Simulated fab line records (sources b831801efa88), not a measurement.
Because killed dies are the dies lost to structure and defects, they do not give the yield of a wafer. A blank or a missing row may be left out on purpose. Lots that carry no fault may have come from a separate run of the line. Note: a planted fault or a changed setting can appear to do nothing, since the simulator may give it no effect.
Which of the tools did it? ; flow sky130 ; 13 lots with 39 wafers sampled at 5 steps, on a route of 708 steps

## WHAT EACH GAUGE READ, for each wafer
SKY_SONOS_TUNNEL_TW_MEAS_12.
lot;measured;on;SONOS_TUNNEL_TW
L650;day 11 10:55;film-metro-01;197.2 197.9 198.2
L653;day 12 13:06;film-metro-04;198.2 197.7 198.2
L655;day 13 05:47;film-metro-01;199.1 196.3 198.0
L656;day 13 15:02;film-metro-01;198.4 198.4 197.9
L657;day 13 15:38;film-metro-03;195.3 195.5 195.3
L659;day 14 08:10;film-metro-03;195.3 195.8 194.9
L660;day 15 00:12;film-metro-03;195.9 194.6 196.3
L661;day 15 00:28;film-metro-04;198.4 199.0 198.8
L662;day 15 09:11;film-metro-03;195.8 196.3 195.6
L663;day 15 14:11;film-metro-04;369.9 369.9 370.1
L664;day 15 19:38;film-metro-01;371.6 371.6 372.0
L665;day 16 04:10;film-metro-04;370.9 371.7 369.0
L666;day 16 19:19;film-metro-03;364.2 365.6 363.8

SKY_LDD_LDN_OVL_MEAS_07.
lot;measured;on;LDD_LDN_OVL (nm)
L650;day 23 00:28;overlay-01;1.4 3.4 1.7
L653;day 24 11:58;overlay-01;0.0 -0.7 0.0
L655;day 25 05:32;overlay-01;-0.9 -2.4 0.1
L656;day 25 12:59;overlay-02;-0.4 1.0 0.7
L657;day 25 13:17;overlay-01;-1.5 -1.7 0.0
L659;day 26 09:03;overlay-01;1.2 0.9 0.3
L660;day 26 20:04;overlay-01;-1.7 -0.8 -1.8
L661;day 27 01:14;overlay-02;2.9 1.2 0.4
L662;day 27 13:19;overlay-01;-0.2 -0.1 -0.6

SKY_SPACER_THK_MEAS_01.
lot;measured;on;SPACER_CVD_00_THK (nm)
L650;day 23 03:08;film-metro-02;42.0 42.3 42.5
L653;day 24 14:05;film-metro-01;43.6 43.5 43.4
L655;day 25 09:05;film-metro-03;43.2 42.9 43.3
L656;day 25 16:34;film-metro-01;43.6 43.4 43.6
L657;day 25 18:21;film-metro-02;42.2 42.8 42.4
L659;day 26 11:06;film-metro-02;43.4 43.4 42.9
L660;day 26 22:21;film-metro-01;43.8 43.9 43.8
L661;day 27 03:17;film-metro-02;43.5 43.5 43.6
L662;day 27 15:22;film-metro-02;42.4 42.3 42.5

## TOOL THAT RAN EACH LOT (tool first, then ch and the chambers of the sampled wafers, then the start)
lot;SKY_SONOS_TUNNEL_IMPLANT_09;SKY_SONOS_ONO_ETCH_15
L650;implanter-02 ch 0, day 11 10:31;rie-diel-02 ch 0,1,2, day 12 17:49
L653;implanter-02 ch 0, day 12 12:40;rie-diel-04 ch 1,2,3, day 14 00:37
L655;implanter-02 ch 0, day 13 05:23;rie-diel-02 ch 2,3, day 14 13:04
L656;implanter-03 ch 0, day 13 14:38;rie-diel-04 ch 0,2, day 15 00:22
L657;implanter-03 ch 0, day 13 15:13;rie-diel-02 ch 1,2, day 15 00:40
L659;implanter-02 ch 0, day 14 07:46;rie-diel-02 ch 0,1,2, day 15 18:37
L660;implanter-03 ch 0, day 14 23:50;rie-diel-04 ch 0,1,3, day 16 08:58
L661;implanter-02 ch 0, day 15 00:04;rie-diel-02 ch 0,1,2, day 16 12:55
L662;implanter-03 ch 0, day 15 08:48;rie-diel-02 ch 0,3, day 16 23:07
L663;implanter-02 ch 0, day 15 13:46;-
L664;implanter-02 ch 0, day 15 19:13;-
L665;implanter-02 ch 0, day 16 03:44;-
L666;implanter-02 ch 0, day 16 18:55;-
- SKY_SONOS_TUNNEL_IMPLANT_09
- SKY_SONOS_ONO_ETCH_15: etches the open film in CHF3/O2, target depth 19.52 nm, time 7.8 s.

## WHAT THE TOOLS THEMSELVES READ (means of the sampled wafers that have a number; where no wafer has one, the mark that the record gives instead)
SKY_SONOS_ONO_ETCH_15.
lot;tool;O2_flow_sccm (sccm);drypump-motor-current-A (A);oes-product-au (a.u.);throttle-valve-pct (%)
L650;rie-diel-02;4.991;5.9;0.984;8.830
L653;rie-diel-04;4.995;5.7;1.003;8.824
L655;rie-diel-02;4.998;5.6;0.991;8.819
L656;rie-diel-04;5.006;6.1;1.002;8.821
L657;rie-diel-02;5.010;6.3;0.998;8.827
L659;rie-diel-02;4.997;5.9;0.990;8.830
L660;rie-diel-04;4.993;6.1;1.012;8.829
L661;rie-diel-02;4.989;5.9;0.992;8.833
L662;rie-diel-02;5.003;5.3;0.994;8.830

## THE ANSWER, worked out from the rows above alone
Rule: the lots themselves supply what counts as usual. The widest of any qualifying gaps counts: lots, ordered by their means at a reading, are off when they make up no more than a third of the lots, leave a main group of 4 or more, and stand apart from it by 3 or more times the standard deviation of that group's means. Not used: any main group whose means are identical at the precision the tables above print for the reading. Also off: a lot with no number at a reading for which 4 or more lots have one. The other lots that the step has rows for count as sound. After the gauges, taken in route order, come the tools' own readings; for these a lot's mean is taken, as printed above. At the first step where some lot is off, the reading lying furthest off is the one used; lots without a number count as furthest.
Off: at SKY_SONOS_TUNNEL_TW_MEAS_12 (SONOS_TUNNEL_TW), L663, L664, L665, L666. Mean 197.0 and standard deviation 1.3 in the main group.
A tool fits if, at a process step before that reading, it ran every lot that is off, and no sound lot after the first of them. Gauges at SKY_SONOS_TUNNEL_TW_MEAS_12: tried the same way as those tools. One candidate fits, namely implanter-02 at SKY_SONOS_TUNNEL_IMPLANT_09. Its last sound lot is L661 (day 15 00:04), its first lot that is off L663 (day 15 13:46): a fault that began between those two fits.

## WHAT HAD BEEN PUT IN BY THE SIMULATOR
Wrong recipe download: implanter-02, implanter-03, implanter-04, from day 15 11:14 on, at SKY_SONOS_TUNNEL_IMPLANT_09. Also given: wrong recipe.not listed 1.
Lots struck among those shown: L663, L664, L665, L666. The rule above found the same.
